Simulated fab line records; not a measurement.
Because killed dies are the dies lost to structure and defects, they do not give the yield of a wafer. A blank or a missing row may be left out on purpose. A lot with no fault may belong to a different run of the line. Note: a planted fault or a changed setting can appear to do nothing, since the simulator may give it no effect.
The tool behind it: which one? | flow sky130 | 13 lots, 39 wafers sampled, at 1 step of a route of 708

## WHAT THE GAUGES SHOWED, per wafer
SKY_LOCAL_INTERCONNECT_CD_MEAS_11: target cd 170 nm. Usual: cd-nm 170.0 nm, standard deviation 1.4.
lot  | measured     | on        | cd-nm (nm)        | flag
L823 | day 30 10:38 | cd-sem-01 | 170.0 170.8 171.1 |
L825 | day 31 06:01 | cd-sem-02 | 168.1 168.6 170.6 |
L826 | day 31 13:56 | cd-sem-01 | 172.0 171.4 170.3 |
L827 | day 32 01:12 | cd-sem-02 | 170.3 172.2 172.4 |
L829 | day 32 15:42 | cd-sem-01 | 170.5 171.0 169.8 |
L830 | day 32 16:35 | cd-sem-01 | 167.2 166.3 167.1 |
L835 | day 34 14:59 | cd-sem-01 | 171.4 170.9 172.1 |
L836 | day 35 10:13 | cd-sem-02 | 169.0 167.9 168.8 |
L840 | day 36 00:50 | cd-sem-01 | 169.6 168.5 168.7 |
L841 | day 36 10:56 | cd-sem-02 | 170.8 169.9 170.7 |
L842 | day 36 18:24 | cd-sem-01 | 170.9 170.3 170.9 |
L843 | day 36 23:44 | cd-sem-02 | 167.7 168.7 168.1 |
L844 | day 37 11:24 | cd-sem-02 | 169.3 170.7 170.8 |

## WHAT TOOL EACH LOT RAN ON (gives the tool, then ch and the chambers of the sampled wafers, and finally the start)
Before these readings, the record contains no process step.

## WHAT THE TOOLS THEMSELVES READ (means of the sampled wafers that have a number; where no wafer has one, the mark that the record gives instead)
The record holds no such reading with a usual standard deviation.

## THE ANSWER, worked out from the rows above alone
Rule: a lot counts as off when the mean over its wafers that have a number is more than 3 standard deviations away from the usual mean. Also off: a lot with no number at a reading for which 4 or more lots have one. Any other lot the step has rows for is counted as sound. Order of review: gauges by route order, followed by the tools' own readings, for which a lot's mean as printed above is used. At the first step where some lot is off, the reading lying furthest off is the one used; lots without a number count as furthest.
Nothing can be told from this: no lot is off at any reading shown.

## WHAT WAS PUT IN BY THE SIMULATOR
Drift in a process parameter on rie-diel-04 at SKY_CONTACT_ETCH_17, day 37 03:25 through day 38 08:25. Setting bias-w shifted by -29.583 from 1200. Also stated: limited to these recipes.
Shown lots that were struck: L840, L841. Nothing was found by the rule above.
